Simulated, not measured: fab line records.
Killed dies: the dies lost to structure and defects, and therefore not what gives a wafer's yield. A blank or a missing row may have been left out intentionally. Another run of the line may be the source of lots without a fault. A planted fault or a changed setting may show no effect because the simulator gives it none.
8D (eight disciplines) problem report, filled in by code || flow sfq-line || the parts of the form that need people (team, actions taken, sign-off) are left out

== 1. WHAT WENT WRONG ==
At SFQ_TRILAYER_M0_LITHO_PEB_024, heater-power-total-W averages 86.13 W over 3 wafers from 2 lots, while fault-free wafers read 79.16 W, standard deviation 0.062. That is +99 or more standard deviations from the usual mean.
The step: peb time 60 s.
The first sign was on wafer L626.1 at day 16 13:41, on litho-track-04. The record holds 18 wafers of 6 lots with a number at this step. The rule behind "out" and "out of limits": a value lying over 4 standard deviations away from the usual mean. Any other wafer with a number is counted as sound.

== 2. WHAT IT IS, WHAT IT ISN'T ==
{"question": "which readings at this step", "is": "heater-power-total-W", "is not": "-"}
{"question": "which lots", "is": "L626, L627", "is not": "L613, L618, L628, L633"}
{"question": "which wafers of those lots", "is": "L626.1, L627.1, L627.5", "is not": "L626.2, L626.6, L627.3"}
{"question": "read on which tools", "is": "litho-track-04", "is not": "litho-track-02, litho-track-03"}
{"question": "when", "is": "from day 16 13:41", "is not": "up to then (8 sound wafers); but 7 sound wafers of L627, L628, L633 came after"}

== 3. THE SUSPECTS, EACH WITH WHAT RULES IT OUT ==
Counting: if a tool at a process step up to the reading ran every lot that is out, it stays a suspect. Sound lots after the first of them don't rule it out here, since some wafers of a struck lot are sound.
- litho-track-04 at SFQ_TRILAYER_M0_LITHO_PEB_024 (peb time 60 s): kept. Every lot that is out went through it, the first being L626 (day 16 13:41); the last sound lot it ran before that was L613 (day 11 23:32). Its own heater-power-total-W readings are out on those wafers.
After counting, what remains is litho-track-04 at SFQ_TRILAYER_M0_LITHO_PEB_024.

== 4. THE CAUSE (what the simulator had put in) ==
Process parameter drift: litho-track-04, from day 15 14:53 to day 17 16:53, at SFQ_TRILAYER_M0_LITHO_PEB_024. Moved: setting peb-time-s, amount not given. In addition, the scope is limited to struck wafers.
Only this tool survived the counting.

== 5. THE EFFECT CHAIN, in route order ==
Each row: a reading whose mean over the struck wafers that have a number lies more than 3 standard deviations from the usual. Readings are gone through only where the record gives a usual standard deviation; hours: the median, over the lots, of the time from a lot's start at the first step in this table giving one to that lot's start at this step; sigmas: the change measured in usual standard deviations.
{"hours": 0, "step": "SFQ_TRILAYER_M0_LITHO_PEB_024", "reading": "heater-power-total-W", "usual": "79.16 W", "on struck wafers": 86.13, "change": "+6.97", "sigmas": "+99 or more"}
Its process steps:
- SFQ_TRILAYER_M0_LITHO_PEB_024: peb time 60 s.
Later steps that measure or inspect, where all struck wafers having a row at the step show a number for every such reading and not one has moved that far: SFQ_M0_OVL_MEAS_906.

== 6. WHAT WOULD HAVE CAUGHT IT SOONER ==
23 hours passed between the start of the fault at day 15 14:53 and the first reading out of limits in this record, taken at day 16 13:41.
